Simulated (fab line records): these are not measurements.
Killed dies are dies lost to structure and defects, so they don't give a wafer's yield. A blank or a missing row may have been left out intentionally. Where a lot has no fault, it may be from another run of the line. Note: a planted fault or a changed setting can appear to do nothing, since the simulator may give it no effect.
Which of the tools did it?    flow gf180mcu    36 wafers from 12 lots sampled at 2 of the route's 602 steps

## WHAT EACH GAUGE READ, for each wafer
GF_STI_THK_MEAS_30.
lot   measured     on             STI_OXIDATION_02_THK (nm)
L075  day 2 11:16  film metro-02  9.94 9.95 9.98
L077  day 2 21:59  film metro-01  9.87 9.84 9.77
L079  day 3 08:24  film metro-02  9.45 9.41 9.54
L081  day 3 19:46  film metro-02  9.51 9.82 9.59
L083  day 4 04:34  film metro-02  10.23 10.16 10.07
L085  day 4 15:59  film metro-03  9.89 9.99 9.96
L087  day 5 01:35  film metro-03  9.93 9.91 9.95
L089  day 5 18:14  film metro-01  10.24 10.29 10.02
L091  day 6 00:34  film metro-01  9.81 9.75 9.98
L093  day 6 12:33  film metro-03  9.67 9.85 9.85
L095  day 7 00:08  film metro-03  9.91 9.98 9.89
L097  day 7 08:53  film metro-02  9.87 9.79 9.97

## EACH LOT AND THE TOOL THAT RAN IT (in order: tool; ch and the chambers of the sampled wafers; start)
lot   GF_STI_ETCH_13
L075  rie diel-04 ch 0,2, day 2 06:26
L077  rie diel-04 ch 1,2, day 2 16:59
L079  rie diel-04 ch 0,2,3, day 3 04:07
L081  rie diel-03 ch 1,2, day 3 14:49
L083  rie diel-03 ch 1,2,3, day 4 00:20
L085  rie diel-04 ch 2,3, day 4 10:31
L087  rie diel-02 ch 0,1,3, day 4 20:14
L089  rie diel-04 ch 0,2,3, day 5 06:37
L091  rie diel-04 ch 0,1, day 5 17:02
L093  rie diel-03 ch 1,2, day 6 07:16
L095  rie diel-02 ch 1,2,3, day 6 16:23
L097  rie diel-02 ch 0,1,3, day 7 00:16
- GF_STI_ETCH_13: etches the open film in CHF3/O2, stops on Si, target depth 282.31 nm, time 112.9 s.

## THE ANSWER, worked out from the rows above alone
Rule: the lots themselves supply what counts as usual. The widest of any qualifying gaps counts: lots, ordered by their means at a reading, are off when they make up no more than a third of the lots, leave a main group of 4 or more, and stand apart from it by 3 or more times the standard deviation of that group's means. A main group whose means are all the same, to the digits that the tables above print for the reading, isn't used. Also off: a lot with no number at a reading for which 4 or more lots have one. Where the step has rows for the other lots, those lots are counted as sound.
No lot is off on any of the readings shown, so nothing can be concluded from this.

## WHAT THE SIMULATOR PUT IN
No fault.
